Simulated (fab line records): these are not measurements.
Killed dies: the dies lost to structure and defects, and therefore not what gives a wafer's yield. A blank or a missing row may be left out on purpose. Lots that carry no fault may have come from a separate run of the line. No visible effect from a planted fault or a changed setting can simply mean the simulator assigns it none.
Which tool is to blame? :: flow sfq_line :: 14 lots, 42 wafers sampled, at 2 steps of a route of 325

== WHAT EACH GAUGE READ, for each wafer ==
SFQ_M7_RS_MEAS_943: uses a four-point probe to measure. Usual: for M7_NB_RS the level is 0.894 ohm/sq and the standard deviation is 0.0093.
lot: L906
measured: day 78 06:55
on: film_metro-02
M7_NB_RS (ohm/sq): 0.900 0.896 0.896
flag: 

lot: L907
measured: day 78 12:55
on: film_metro-01
M7_NB_RS (ohm/sq): 0.886 0.887 0.891
flag: 

lot: L909
measured: day 78 20:06
on: film_metro-02
M7_NB_RS (ohm/sq): 0.897 0.897 0.887
flag: 

lot: L913
measured: day 80 05:46
on: film_metro-03
M7_NB_RS (ohm/sq): 0.603 0.604 0.607
flag: OFF

lot: L915
measured: day 80 15:00
on: film_metro-01
M7_NB_RS (ohm/sq): 0.602 0.606 0.604
flag: OFF

lot: L918
measured: day 81 13:37
on: film_metro-03
M7_NB_RS (ohm/sq): 0.888 0.874 0.882
flag: 

lot: L919
measured: day 82 07:28
on: film_metro-02
M7_NB_RS (ohm/sq): 0.899 0.906 0.898
flag: 

lot: L921
measured: day 82 14:36
on: film_metro-03
M7_NB_RS (ohm/sq): 0.907 0.905 0.912
flag: 

lot: L923
measured: day 83 09:25
on: film_metro-03
M7_NB_RS (ohm/sq): 0.889 0.885 0.886
flag: 

lot: L924
measured: day 84 04:44
on: film_metro-01
M7_NB_RS (ohm/sq): 0.889 0.889 0.890
flag: 

lot: L925
measured: day 84 10:35
on: film_metro-02
M7_NB_RS (ohm/sq): 0.907 0.899 0.892
flag: 

lot: L926
measured: day 88 06:42
on: film_metro-03
M7_NB_RS (ohm/sq): 0.898 0.901 0.907
flag: 

lot: L927
measured: day 89 03:16
on: film_metro-03
M7_NB_RS (ohm/sq): 0.906 0.910 0.903
flag: 

lot: L928
measured: day 89 09:13
on: film_metro-01
M7_NB_RS (ohm/sq): 0.902 0.894 0.895
flag: 

== WHAT TOOL EACH LOT RAN ON (gives the tool, then ch and the chambers of the sampled wafers, and finally the start) ==
lot: L906
SFQ_TRILAYER_M7_DEP_SPUTTER_175: pvd_sputter-05, day 78 06:50

lot: L907
SFQ_TRILAYER_M7_DEP_SPUTTER_175: pvd_sputter-03, day 78 12:49

lot: L909
SFQ_TRILAYER_M7_DEP_SPUTTER_175: pvd_sputter-03, day 78 20:01

lot: L913
SFQ_TRILAYER_M7_DEP_SPUTTER_175: pvd_sputter-03, day 80 05:37

lot: L915
SFQ_TRILAYER_M7_DEP_SPUTTER_175: pvd_sputter-03, day 80 14:53

lot: L918
SFQ_TRILAYER_M7_DEP_SPUTTER_175: pvd_sputter-06, day 81 13:32

lot: L919
SFQ_TRILAYER_M7_DEP_SPUTTER_175: pvd_sputter-06, day 82 07:19

lot: L921
SFQ_TRILAYER_M7_DEP_SPUTTER_175: pvd_sputter-05, day 82 14:31

lot: L923
SFQ_TRILAYER_M7_DEP_SPUTTER_175: pvd_sputter-03, day 83 09:20

lot: L924
SFQ_TRILAYER_M7_DEP_SPUTTER_175: pvd_sputter-05, day 84 04:39

lot: L925
SFQ_TRILAYER_M7_DEP_SPUTTER_175: pvd_sputter-06, day 84 10:27

lot: L926
SFQ_TRILAYER_M7_DEP_SPUTTER_175: pvd_sputter-06, day 88 06:35

lot: L927
SFQ_TRILAYER_M7_DEP_SPUTTER_175: pvd_sputter-06, day 89 03:07

lot: L928
SFQ_TRILAYER_M7_DEP_SPUTTER_175: pvd_sputter-03, day 89 09:07
- SFQ_TRILAYER_M7_DEP_SPUTTER_175: material Nb, target thk 200 nm, time 133.3 s.

== AS READ BY THE TOOLS THEMSELVES (means over the sampled wafers that have a number; for cases with no such wafer, the mark the record gives instead) ==
SFQ_TRILAYER_M7_DEP_SPUTTER_175. Usual: cathode_dc_power_W 2000.0 W, standard deviation 0.38; throttle_valve_pct 29.8 %, standard deviation 1.1.
lot: L906
tool: pvd_sputter-05
cathode_dc_power_W (W): 2000.2
throttle_valve_pct (%): 29.9
flag: 

lot: L907
tool: pvd_sputter-03
cathode_dc_power_W (W): 1999.4
throttle_valve_pct (%): 30.0
flag: 

lot: L909
tool: pvd_sputter-03
cathode_dc_power_W (W): 1999.9
throttle_valve_pct (%): 29.7
flag: 

lot: L913
tool: pvd_sputter-03
cathode_dc_power_W (W): 2934.3
throttle_valve_pct (%): 29.9
flag: OFF

lot: L915
tool: pvd_sputter-03
cathode_dc_power_W (W): 2934.1
throttle_valve_pct (%): 30.0
flag: OFF

lot: L918
tool: pvd_sputter-06
cathode_dc_power_W (W): 2000.5
throttle_valve_pct (%): 30.2
flag: 

lot: L919
tool: pvd_sputter-06
cathode_dc_power_W (W): 1999.6
throttle_valve_pct (%): 30.1
flag: 

lot: L921
tool: pvd_sputter-05
cathode_dc_power_W (W): 2000.0
throttle_valve_pct (%): 29.9
flag: 

lot: L923
tool: pvd_sputter-03
cathode_dc_power_W (W): 2000.2
throttle_valve_pct (%): 30.0
flag: 

lot: L924
tool: pvd_sputter-05
cathode_dc_power_W (W): 2000.2
throttle_valve_pct (%): 29.2
flag: 

lot: L925
tool: pvd_sputter-06
cathode_dc_power_W (W): 2000.2
throttle_valve_pct (%): 29.1
flag: 

lot: L926
tool: pvd_sputter-06
cathode_dc_power_W (W): 1999.9
throttle_valve_pct (%): 30.2
flag: 

lot: L927
tool: pvd_sputter-06
cathode_dc_power_W (W): 2000.1
throttle_valve_pct (%): 30.8
flag: 

lot: L928
tool: pvd_sputter-03
cathode_dc_power_W (W): 1999.7
throttle_valve_pct (%): 29.6
flag: 

== THE ANSWER, worked out from the rows above alone ==
Rule: a lot is off if the mean of its wafers that have a number lies more than 3 standard deviations from the usual mean. Also off: a lot with no number at a reading for which 4 or more lots have one. All remaining lots with rows at the step are treated as sound. After the gauges, taken in route order, come the tools' own readings; for these a lot's mean is taken, as printed above. The first step at which some lot is off is used, and at that step the reading that is off furthest; a lot without a number counts as furthest.
Off: L913, L915, seen at SFQ_M7_RS_MEAS_943 (M7_NB_RS).
If a tool, at a process step before that reading, ran all the lots that are off and no sound lot after the first of them, it fits. The gauges at SFQ_M7_RS_MEAS_943 aren't tried: what is off there is off at SFQ_TRILAYER_M7_DEP_SPUTTER_175 too, on other tools, and a gauge's error can't cause that. None of those tried fits.

== WHAT WAS PUT IN BY THE SIMULATOR ==
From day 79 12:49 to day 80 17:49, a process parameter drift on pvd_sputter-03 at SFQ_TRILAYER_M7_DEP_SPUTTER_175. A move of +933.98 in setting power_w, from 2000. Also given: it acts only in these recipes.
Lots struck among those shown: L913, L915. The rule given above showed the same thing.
